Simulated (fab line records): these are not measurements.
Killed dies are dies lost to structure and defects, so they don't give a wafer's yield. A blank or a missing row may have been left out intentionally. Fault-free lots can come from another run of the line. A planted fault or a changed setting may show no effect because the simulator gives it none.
A struck lot beside a sound one    flow sky130    23 steps out of a route of 708
Sound: wafers L570.2, L570.3, L570.5. Wafers struck: L569.1, L569.3, L569.4. The cause comes at the end.
At each step with rows: each side's tool, then ch and its chambers, then its first start. Under that, the readings that differ: sound wafers    struck wafers    difference of the means    sigmas: that difference in standard deviations of wafers without a fault.
alike: readings whose means differ by less than 2 such deviations, and words and numbers that are the same on both sides. not compared: withheld readings, readings that some wafer has no value for, bounds like >300 that may hide the same value, and numbers for which the record gives no deviation and whose values overlap.
The two part at a step that has a row with sigmas, a row that says differs or no value, or rows on one side only. Numbers that don't overlap but have no deviation are shown without sigmas and don't part them. Lack of a reading on every wafer of one side parts them only where that side has two or more wafers.

first, 1 step without rows for these wafers: SKY_CAP2M_DEVELOP_11 (develop time 60 s).
SKY_CAP2M_OVL_MEAS_12:
  sound: overlay-02 at day 43 04:17; struck: overlay-01 at day 43 17:25
  alike: CAP2M_OVL
SKY_CAP2M_METAL_ETCH_13: etches TiN in Cl2/BCl3, stops on SiO2, target depth 220 nm, time 62.9 s.
  sound on rieMetal-02 ch 0,1, day 43 04:19; struck on rieMetal-02 ch 0,1, day 43 17:28
  alike: biasW, drypumpMotorCurrentA, oesProductAu, throttleValvePct
  not compared: rfHoursCounterH
SKY_CAP2M_STRIP_14: strips in O2/N2.
  sound on plasmaAsher-02 ch 0,1, day 43 04:23; struck on plasmaAsher-01 ch 0,1, day 43 17:32
reading              sound              struck             difference  sigmas
oesProductAu (a.u.)  0.722 0.712 0.716  0.705 0.708 0.703  -0.011      -3
  alike: drypumpMotorCurrentA, stripTimeToEndpointS
  not compared: rfHoursCounterH
then, 8 steps without rows for these wafers: SKY_CAP2M_STRIP_15 (strips in post etch residue remover, time 1200 s); SKY_CAP2M_CLEAN_16 (cleans in IPA, time 180 s); SKY_CAP2M_CLEAN_17 (cleans in O3/DIW); SKY_METAL4_DEHYDRATE_05 (time 60 s); SKY_METAL4_HMDS_06 (prime time 60 s); SKY_METAL4_COAT_07 (resist thk 60 nm); SKY_METAL4_COAT_08 (resist thk 1140 nm); SKY_METAL4_SOFTBAKE_09 (time 90 s).
SKY_METAL4_EXPOSE_10: exposes mask MM4, target cd 300 nm.
  sound on krfScanner-02 ch 0, day 43 17:35; struck on krfScanner-01 ch 0, day 44 05:16
reading            sound              struck             difference  sigmas
exposureDoseMJCm2  27.96 27.97 27.93  25.99 26.02 26.04  -1.94       -50
  alike: mask, reticleTempC
then, 2 steps without rows for these wafers: SKY_METAL4_PEB_11; SKY_METAL4_DEVELOP_12 (develop time 60 s).
SKY_METAL4_CD_MEAS_13 targets a cd of 300 nm.
  sound: cdSem-02 at day 44 03:44; struck: cdSem-01 at day 44 17:04
reading    sound              struck             difference  sigmas
cdNm (nm)  301.7 302.9 301.3  311.6 313.4 313.8  +11.0       +7
SKY_METAL4_OVL_MEAS_14:
  sound: overlay-01 at day 44 03:50; struck: overlay-01 at day 44 17:11
  alike: METAL4_OVL
SKY_METAL4_DESCUM_15: chemistry O2, time 8 s.
  sound on rieMetal-04 ch 1, day 44 03:52; struck on rieMetal-04 ch 0,1, day 44 17:14
reading                 sound          struck             difference  sigmas
model.METAL4.cdNm (nm)  301.9 303 302  312.8 313.4 313.8  +11.0       
  alike: drypumpMotorCurrentA, oesProductAu
  not compared: rfHoursCounterH
SKY_METAL4_ETCH_16: etches BARC in N2/H2, stops on SiO2, time 88.2 s, target depth 60 nm.
  sound on rieMetal-04 ch 1, day 44 03:54; struck on rieMetal-04 ch 0,1, day 44 17:16
  alike: biasW, drypumpMotorCurrentA, oesProductAu, throttleValvePct
  not compared: rfHoursCounterH
SKY_METAL4_ETCH_17: etches SiO2 in C4F8/O2/Ar, stops on TiN, time 3.9 s, target depth 15 nm.
  sound on rieDiel-04 ch 1,2,3, day 44 04:00; struck on rieDiel-04 ch 0,1,2, day 44 17:22
  alike: biasW, oesProductAu
  not compared: rfHoursCounterH
SKY_METAL4_METAL_ETCH_18: etches the open film in Cl2/BCl3, stops on SiO2, target depth 845 nm, time 183.1 s.
  sound on rieMetal-03 ch 0,1, day 44 04:01; struck on rieMetal-03 ch 0,1, day 44 17:23
reading                 sound            struck             difference  sigmas
model.METAL4.cdNm (nm)  296 304.9 307.1  310.4 317.6 309.5  +9.8        
  alike: biasW, drypumpMotorCurrentA, oesProductAu, throttleValvePct
  not compared: rfHoursCounterH
SKY_METAL4_STRIP_19: strips in O2/N2.
  sound on plasmaAsher-04 ch 0,1, day 44 04:11; struck on plasmaAsher-04 ch 0,1, day 44 17:34
  alike: drypumpMotorCurrentA, oesProductAu, stripTimeToEndpointS
  not compared: rfHoursCounterH
-- the record jumps here: 4 days lie between the struck wafers' starts before and after (it left off in module METAL4 and takes up again in module PAD_OPEN, whose first step shown is number 708 of the route) --
SKY_PAD_OPEN_PROBE_99:
  sound: prober-02 at day 47 23:12; struck: prober-02 at day 48 08:14
reading                        sound              struck             difference  sigmas
model.etest.met4.widthNm (nm)  298.7 302.3 308.3  309.9 319.9 311.6  +10.7       
  alike: defectLimitedYield, killed_at_M0_to_M3, killed_at_M4_up, killedAtContacts, killedAtFrontEnd, killedAtOther, killedDies, killedOpen, killedShort, sort_bin_3_pad_short, sort_bin_5_function, sort_bin_6_memory, sortNPass, sortYieldPct
  not compared: model.etest.met4.lineOhmUm

== WHERE THEY PART ==
First at SKY_CAP2M_STRIP_14; last, within this record, at SKY_METAL4_CD_MEAS_13. Later steps at which nothing parts them and some readings are alike: SKY_METAL4_OVL_MEAS_14, SKY_METAL4_DESCUM_15, SKY_METAL4_ETCH_16, SKY_METAL4_ETCH_17, SKY_METAL4_METAL_ETCH_18, SKY_METAL4_STRIP_19, SKY_PAD_OPEN_PROBE_99.

WHY: the cause the simulator had injected
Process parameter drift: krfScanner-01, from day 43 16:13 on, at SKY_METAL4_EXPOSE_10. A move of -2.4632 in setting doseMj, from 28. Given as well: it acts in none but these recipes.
